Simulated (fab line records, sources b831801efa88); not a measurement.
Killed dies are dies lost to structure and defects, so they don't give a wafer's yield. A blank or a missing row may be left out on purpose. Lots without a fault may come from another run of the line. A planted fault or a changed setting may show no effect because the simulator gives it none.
A struck lot beside a sound one | flow sky130 | 15 steps out of a route of 708
Sound: wafers L409.1, L409.2, L409.6. Struck: wafers L413.2, L413.3, L413.4. The cause comes at the end.
At each step with rows: each side's tool, then ch and its chambers, then its first start. Under that, the readings that differ: sound wafers | struck wafers | difference of the means | sigmas: that difference in standard deviations of wafers without a fault.
alike: readings whose means differ by less than 2 such deviations, and words and numbers that are the same on both sides. not compared: withheld readings, readings that some wafer has no value for, bounds like >300 that may hide the same value, and numbers for which the record gives no deviation and whose values overlap.
The two part at a step that has a row with sigmas, a row that says differs or no value, or rows on one side only. Numbers that don't overlap but have no deviation are shown without sigmas and don't part them. A reading that every wafer of one side lacks parts them only if that side has two wafers or more.

first, 7 steps without rows for these wafers: SKY_LDD_LDN_DEHYDRATE_00 (time 60 s); SKY_LDD_LDN_HMDS_01 (prime time 60 s); SKY_LDD_LDN_COAT_02 (resist thk 1140 nm); SKY_LDD_LDN_SOFTBAKE_03 (time 60 s); SKY_LDD_LDN_EXPOSE_04 (exposes mask LDNTM, target cd 700 nm); SKY_LDD_LDN_PEB_05; SKY_LDD_LDN_DEVELOP_06 (develop time 60 s).
SKY_LDD_LDN_OVL_MEAS_07:
  sound on overlay-01, day 22 14:49; struck on overlay-02, day 24 06:50
  alike: LDD_LDN_OVL
then, 4 steps without rows for these wafers: SKY_LDD_LDN_IMPLANT_08; SKY_LDD_LDN_IMPLANT_09; SKY_LDD_LDN_IMPLANT_10; SKY_LDD_LDN_IMPLANT_11.
SKY_LDD_LDN_STRIP_12: strips in O2/N2.
  sound on plasma_asher-03 ch 0,1, day 22 15:26; struck on plasma_asher-03 ch 0,1, day 24 07:28
  no value came back on the struck wafers for chamber_pressure_mTorr (mTorr), drypump_motor_current_A (A), oes_product_au (a.u.), strip_time_to_endpoint_s (s); on the sound wafers chamber_pressure_mTorr (mTorr) reads 1502.1 1501.2 1497.1
  reading                                      | sound | struck         | difference | sigmas
  model.NOVOLAK_of_LDD_LDN_COAT_02.thk_nm (nm) | 0 0 0 | 1138 1136 1134 | +1136      |
  not compared: rf_hours_counter_h
SKY_LDD_LDN_TW_MEAS_13:
  sound on film_metro-02, day 22 15:32; struck on film_metro-02, day 24 07:34
  alike: LDD_LDN_TW
-- the record jumps here: 22 days lie between the struck wafers' starts before and after (it left off in module LDD_LDN and takes up again in module PAD_OPEN, whose first step shown is number 708 of the route) --
SKY_PAD_OPEN_PROBE_99:
  sound on prober-02, day 45 08:07; struck on prober-02, day 46 08:22
  reading             | sound    | struck                                                               | difference                   | sigmas
  hold                | - - -    | await_dispo/4.3h/scrap await_dispo/4.3h/scrap await_dispo/4.3h/scrap | no value on the sound wafers |
  killed_at_front_end | 8 15 18  | 405 424 416                                                          | +401                         | +91
  killed_dies         | 91 88 93 | 492 492 492                                                          | +401                         | +45
  killed_on_rim       | 19 17 16 | 96 96 96                                                             | +79                          | +19
  alike: killed_at_M0_to_M3, killed_at_M4_up, killed_at_contacts, killed_at_other, killed_open, killed_short

WHERE THEY PART
First at SKY_LDD_LDN_STRIP_12; last, within this record, at SKY_PAD_OPEN_PROBE_99.

WHY: what the simulator had put in
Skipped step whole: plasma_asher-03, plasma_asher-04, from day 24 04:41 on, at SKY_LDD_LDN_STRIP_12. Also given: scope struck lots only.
